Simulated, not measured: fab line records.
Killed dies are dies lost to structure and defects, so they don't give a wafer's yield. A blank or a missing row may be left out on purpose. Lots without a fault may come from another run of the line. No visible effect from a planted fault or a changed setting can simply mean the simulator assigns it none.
The same fault as seen by 2 desks ; flow sky130 ; only its own numbers are on each desk; what lay behind them is given at the end

## AT THE METROLOGY DESK
What the gauges read, lot by lot, whatever tool the lot ran on: means of the sampled wafers that have a number. The brackets show how far a lot's mean lies from the usual mean; more than 4 standard deviations puts the lot out of limits, marked OUT.
Columns: A = SONOS_ONO_OXIDATION_THK at SKY_SONOS_ONO_THK_MEAS_01, usual 2.60 nm; B = CAPM_CVD_00_THK at SKY_CAPM_THK_MEAS_01, usual 15.56 nm; C = CAPM_TIN_THK at SKY_CAPM_THK_MEAS_04, usual 201.9 nm
lot;first seen here;A;B;C
L572;day 11 08:44;2.56;15.91;201.6
L574;day 12 01:45;2.62;15.45;202.8
L575;day 12 11:01;2.57;15.68;201.4
L577;day 13 05:25;2.68;15.39;200.7
L578;day 13 11:53;2.62;15.52;203.4
L581;day 14 05:42;2.59;15.48;201.7
L583;day 15 06:50;2.60;15.54;203.7
L584;day 15 08:55;2.51;15.53;202.2
L591;day 17 21:09;1.66 (-18) OUT;15.63;201.0
L592;day 17 23:40;1.71 (-17) OUT;15.39;204.0
L593;day 18 09:20;1.67 (-18) OUT;15.51;205.4
L594;day 18 22:42;2.56;15.74;199.6
This desk reports L591, L592, L593 out of limits; the earliest was L591 at day 17 21:09 (SONOS_ONO_OXIDATION_THK at SKY_SONOS_ONO_THK_MEAS_01). L572, L574, L575, L577, L578, L581, L583, L584, L594: within limits.

## THE TOOL OWNER'S DESK: furnace-01
The tool's own readings at SKY_SONOS_ONO_OXIDATION_00 (stabilise 600 s, purge 300 s, target thk 2.6 nm): means of the sampled wafers that have a number, for each lot that ran on this tool. The brackets show how far a lot's mean lies from the usual mean; more than 4 standard deviations puts the lot out of limits, marked OUT. Shown are 7 of the 8 readings it has, namely the first that went out of limits plus those furthest out on some lot.
Columns: A = spike tc bottom C at SKY_SONOS_ONO_OXIDATION_00, usual 821.9 C; B = spike tc centre C at SKY_SONOS_ONO_OXIDATION_00, usual 799.2 C; C = spike tc lower C at SKY_SONOS_ONO_OXIDATION_00, usual 800.8 C; D = spike tc top C at SKY_SONOS_ONO_OXIDATION_00, usual 808.8 C; E = spike tc upper C at SKY_SONOS_ONO_OXIDATION_00, usual 801.8 C; F = tube center temp C at SKY_SONOS_ONO_OXIDATION_00, usual 800 C; G = tube_center_temp_C_max at SKY_SONOS_ONO_OXIDATION_00, usual 802.1
lot;first seen here;A;B;C;D;E;F;G
L572;day 11 07:23;822.9;799.9;801.6;811.8;803.9;800;802.1
L575;day 12 09:38;824.0;800.3;801.9;811.8;802.6;800;802.1
L578;day 13 10:32;822.9;800.6;801.2;811.6;802.8;800;802.2
L584;day 15 07:34;823.7;799.6;802.5;811.0;804.3;800;802.0
L591;day 17 19:48;794.9 (-12) OUT;771.2 (-16) OUT;771.6 (-27) OUT;783.5 (-8.4) OUT;772.4 (-17) OUT;770 (-99 or more) OUT;772.3 (-83) OUT
L592;day 17 22:19;794.9 (-12) OUT;770.7 (-17) OUT;771.9 (-26) OUT;782.5 (-8.8) OUT;772.8 (-17) OUT;770 (-99 or more) OUT;771.8 (-84) OUT
L593;day 18 07:58;794.3 (-12) OUT;770.8 (-17) OUT;771.0 (-27) OUT;782.4 (-8.8) OUT;773.0 (-17) OUT;770 (-99 or more) OUT;772.1 (-83) OUT
This desk's verdict: out of limits on L591, L592, L593, starting with L591 at day 17 19:48 (spike tc bottom C at SKY_SONOS_ONO_OXIDATION_00). L572, L575, L578, L584: within limits.

## TAKEN TOGETHER
An alarm could have come from the tool owner's desk at day 17 19:48, on L591, L592, L593.
On L591, L592, L593, the metrology desk was in a position to raise an alarm at day 17 21:09.
Every lot named ran SKY_SONOS_ONO_OXIDATION_00 on furnace-01.

## WHAT THE SIMULATOR HAD INSERTED
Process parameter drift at SKY_SONOS_ONO_OXIDATION_00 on furnace-01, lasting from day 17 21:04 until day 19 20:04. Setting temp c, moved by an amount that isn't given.
Shown lots that were struck: L591, L592, L593.
